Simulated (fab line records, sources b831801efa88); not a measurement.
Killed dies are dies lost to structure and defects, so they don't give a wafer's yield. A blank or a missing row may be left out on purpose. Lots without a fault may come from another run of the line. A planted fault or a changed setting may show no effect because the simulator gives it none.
Chamber matching | flow gf180mcu | GF_V5_CMP_26 on cmp-02: 4 sister chambers
The step polishes, stops on SiO2, t overpolish 15 s, target thk 0 nm. 18 wafers are shown with their chamber, then 9 later ones without.

WAFERS WITH THEIR CHAMBER
wafer  | chamber | motor_current_A (A) | time_to_endpoint_s (s) | retaining_ring_pressure_frac
L647.1 | 2       | 10.0                | 76                     | 0.993
L647.3 | 0       | 10.4                | 79                     | 1.001
L647.4 | 3       | 10.4                | 78                     | 1.000
L652.1 | 1       | 13.8                | 86                     | 1.004
L652.5 | 1       | 14.2                | 88                     | 1.001
L652.6 | 0       | 9.8                 | 89                     | 0.994
L653.1 | 0       | 10.6                | 81                     | 1.010
L653.2 | 2       | 10.2                | 81                     | 1.002
L653.4 | 3       | 10.3                | 80                     | 0.997
L654.3 | 3       | 9.6                 | 77                     | 0.992
L654.4 | 1       | 14.0                | 83                     | 1.011
L654.6 | 2       | 9.8                 | 76                     | 0.993
L656.3 | 0       | 9.9                 | 83                     | 1.012
L656.5 | 3       | 10.1                | 75                     | 0.991
L656.6 | 0       | 10.5                | 81                     | 1.005
L659.2 | 1       | 13.8                | 82                     | 1.009
L659.5 | 3       | 9.9                 | 76                     | 1.003
L659.6 | 2       | 10.4                | 77                     | 1.001

SIGNATURES (means of the wafers above)
reading                      | chamber 0 | chamber 1 | chamber 2 | chamber 3 | scatter within a chamber
motor_current_A              | 10.240    | 13.950    | 10.100    | 10.060    | 0.299
time_to_endpoint_s           | 82.60     | 84.75     | 77.50     | 77.20     | 2.85
retaining_ring_pressure_frac | 1.00440   | 1.00625   | 0.99725   | 0.99660   | 0.00567
Rule: a wafer's distance from a chamber is the root of the sum, over the readings, of the square of ((its reading less the chamber's mean) divided by the reading's scatter). The wafer belongs to the nearest chamber; if the next one is less than 2 further off, it can't be placed. The scatter: the root of (the sum of the squares of (reading less its chamber's mean) over the shown wafers, divided by (wafers less chambers)).

WAFERS WITHOUT THEIR CHAMBER
wafer  | motor_current_A (A) | time_to_endpoint_s (s) | retaining_ring_pressure_frac
L666.2 | 9.9                 | 81                     | 0.994
L666.3 | 14.1                | 86                     | 0.998
L666.6 | 14.0                | 85                     | 1.001
L667.2 | 13.2                | 90                     | 0.999
L667.4 | 10.0                | 78                     | 1.009
L667.5 | 9.9                 | 79                     | 1.008
L668.1 | 13.2                | 87                     | 1.004
L668.4 | 9.7                 | 82                     | 0.999
L668.5 | 10.5                | 89                     | 1.006

WHICH CHAMBER EACH WENT THROUGH
wafer  | from the rows above          | in truth
L666.2 | can't be placed: 3 or 2 or 0 | 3
L666.3 | 1                            | 1
L666.6 | 1                            | 1
L667.2 | 1                            | 1
L667.4 | can't be placed: 0 or 2 or 3 | 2
L667.5 | can't be placed: 0 or 2 or 3 | 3
L668.1 | 1                            | 1
L668.4 | can't be placed: 0 or 2 or 3 | 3
L668.5 | 0                            | 0
Placed correctly: 5 of 9. Can't be placed from these rows: 4 (the true chamber is among the candidates in 4). Placed wrongly: 0.
